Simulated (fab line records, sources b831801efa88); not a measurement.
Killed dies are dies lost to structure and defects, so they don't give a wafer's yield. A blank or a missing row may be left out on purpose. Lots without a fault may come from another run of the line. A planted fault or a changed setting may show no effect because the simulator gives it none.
A struck lot beside a sound one | flow gf180mcu | 15 steps out of a route of 602
Sound: wafers L843.2, L843.4, L843.6. Struck: wafers L850.1, L850.2, L850.4. The cause comes at the end.
At each step with rows: each side's tool, then ch and its chambers, then its first start. Under that, the readings that differ: sound wafers | struck wafers | difference of the means | sigmas: that difference in standard deviations of wafers without a fault.
alike: readings whose means differ by less than 2 such deviations, and words and numbers that are the same on both sides. not compared: withheld readings, readings that some wafer has no value for, bounds like >300 that may hide the same value, and numbers for which the record gives no deviation and whose values overlap.
The two part at a step that has a row with sigmas, a row that says differs or no value, or rows on one side only. Numbers that don't overlap but have no deviation are shown without sigmas and don't part them. A reading that every wafer of one side lacks parts them only if that side has two wafers or more.

GF_V4_OVL_MEAS_15:
  sound on overlay-02, day 24 19:31; struck on overlay-01, day 27 11:13
  alike: V4_OVL
GF_V4_ETCH_16: etches BARC in N2/H2.
  sound on rie_diel-02 ch 0,2,3, day 24 19:33; struck on rie_diel-02 ch 0,2,3, day 27 11:15
  alike: drypump_motor_current_A, oes_product_au, throttle_valve_pct
then, 4 steps without rows for these wafers: GF_V4_ETCH_17 (etches SiO2 in C4F8/O2/Ar, stops on TiN, target depth 630 nm); GF_V4_STRIP_18 (strips in O2/N2); GF_V4_STRIP_19 (strips in post etch residue remover, time 1200 s); GF_V4_CLEAN_20 (cleans in DIW).
GF_V4_SPUTTER_21: material Ti, target thk 15 nm, time 80.02 s.
  sound on pvd_sputter-02, day 24 20:15; struck on pvd_sputter-03, day 27 11:55
  alike: throttle_valve_pct
GF_V4_SPUTTER_22: material TiN, target thk 10 nm, time 40 s.
  sound on pvd_sputter-02, day 24 20:19; struck on pvd_sputter-03, day 27 11:59
  alike: throttle_valve_pct
GF_V4_CVD_23: deposits W, target thk 350 nm, time 104.9 s.
  sound on cvd_w-01 ch 1, day 24 20:21; struck on cvd_w-01 ch 0,1, day 27 12:08
  alike: heater_power_w
GF_V4_RS_MEAS_24: measures by four-point-probe.
  sound on film_metro-01, day 24 20:29; struck on film_metro-03, day 27 12:14
  alike: V4_W_RS
GF_V4_THK_MEAS_25: measures by xrf.
  sound on film_metro-01, day 24 20:35; struck on film_metro-03, day 27 12:22
  alike: V4_W_THK
then, 1 step without rows for these wafers: GF_V4_CMP_26 (polishes, stops on SiO2, t overpolish 15 s, target thk 0 nm).
GF_MIM_SPUTTER_00: material Ti, target thk 37.5 nm, time 150 s.
  sound on pvd_sputter-03, day 24 20:58; struck on pvd_sputter-04, day 27 12:43
  reading                                | sound             | struck            | difference | sigmas
  model.Ti_of_MIM_SPUTTER_00.thk_nm (nm) | 36.78 37.06 36.81 | 60.17 59.96 60.12 | +23.20     |
  alike: throttle_valve_pct
GF_MIM_SPUTTER_01: material TiN, target thk 30 nm, time 25 s.
  sound on pvd_sputter-03, day 24 21:04; struck on pvd_sputter-04, day 27 12:49
  alike: throttle_valve_pct
-- the record jumps here: 4 days lie between the struck wafers' starts before and after (it left off in module MIM and takes up again in module PASSIVATION, whose first step shown is number 602 of the route) --
GF_PASSIVATION_PROBE_99:
  the record has rows for the struck wafers here (prober-01, day 31 17:47) and none for the sound ones

WHERE THEY PART
Only at GF_PASSIVATION_PROBE_99, within this record.

WHY: what the simulator had put in
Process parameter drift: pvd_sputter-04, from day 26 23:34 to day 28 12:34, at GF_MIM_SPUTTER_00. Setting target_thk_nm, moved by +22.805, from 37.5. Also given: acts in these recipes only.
